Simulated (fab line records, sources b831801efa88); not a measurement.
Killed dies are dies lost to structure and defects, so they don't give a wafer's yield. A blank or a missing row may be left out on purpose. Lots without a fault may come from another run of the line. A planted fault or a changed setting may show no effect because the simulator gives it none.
Chamber matching | flow gf180mcu | GF_V4_ETCH_16 on rie_diel-02: 4 sister chambers
The step etches BARC in N2/H2. 16 wafers are shown with their chamber, then 8 later ones without.

WAFERS WITH THEIR CHAMBER
wafer  | chamber | drypump_motor_current_A (A) | throttle_valve_pct (%) | oes_product_au (a.u.)
L081.1 | 1       | 6.6                         | 13.218                 | 0.858
L081.2 | 3       | 5.4                         | 13.236                 | 0.856
L081.3 | 2       | 6.1                         | 13.230                 | 0.863
L081.4 | 0       | 6.0                         | 13.238                 | 0.848
L081.5 | 0       | 6.0                         | 13.213                 | 0.858
L081.6 | 3       | 5.3                         | 13.216                 | 0.849
L084.1 | 2       | 6.1                         | 13.225                 | 0.853
L084.2 | 1       | 6.6                         | 13.217                 | 0.861
L084.3 | 0       | 6.0                         | 13.230                 | 0.860
L084.4 | 3       | 5.4                         | 13.251                 | 0.846
L084.5 | 0       | 6.0                         | 13.224                 | 0.859
L084.6 | 3       | 5.4                         | 13.221                 | 0.863
L086.1 | 2       | 6.1                         | 13.227                 | 0.854
L086.2 | 0       | 6.0                         | 13.223                 | 0.852
L086.3 | 3       | 5.4                         | 13.211                 | 0.853
L086.4 | 1       | 6.6                         | 13.223                 | 0.852

SIGNATURES (means of the wafers above)
reading                 | chamber 0 | chamber 1 | chamber 2 | chamber 3 | scatter within a chamber
drypump_motor_current_A | 6.000     | 6.600     | 6.100     | 5.380     | 0.0258
throttle_valve_pct      | 13.22560  | 13.21933  | 13.22733  | 13.22700  | 0.011
oes_product_au          | 0.85540   | 0.85700   | 0.85667   | 0.85340   | 0.00565
Rule: a wafer's distance from a chamber is the root of the sum, over the readings, of the square of ((its reading less the chamber's mean) divided by the reading's scatter). The wafer belongs to the nearest chamber; if the next one is less than 2 further off, it can't be placed. The scatter: the root of (the sum of the squares of (reading less its chamber's mean) over the shown wafers, divided by (wafers less chambers)).

WAFERS WITHOUT THEIR CHAMBER
wafer  | drypump_motor_current_A (A) | throttle_valve_pct (%) | oes_product_au (a.u.)
L086.5 | 6.0                         | 13.226                 | 0.848
L086.6 | 6.6                         | 13.236                 | 0.852
L087.1 | 6.1                         | 13.237                 | 0.852
L087.2 | 5.4                         | 13.228                 | 0.856
L087.3 | 6.1                         | 13.231                 | 0.858
L087.4 | 6.6                         | 13.232                 | 0.858
L087.5 | 5.4                         | 13.223                 | 0.868
L087.6 | 6.0                         | 13.228                 | 0.858

WHICH CHAMBER EACH WENT THROUGH
wafer  | from the rows above | in truth
L086.5 | 0                   | 0
L086.6 | 1                   | 1
L087.1 | 2                   | 2
L087.2 | 3                   | 3
L087.3 | 2                   | 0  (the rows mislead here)
L087.4 | 1                   | 1
L087.5 | 3                   | 3
L087.6 | 0                   | 0
Placed correctly: 7 of 8. Can't be placed from these rows: 0. Placed wrongly: 1.
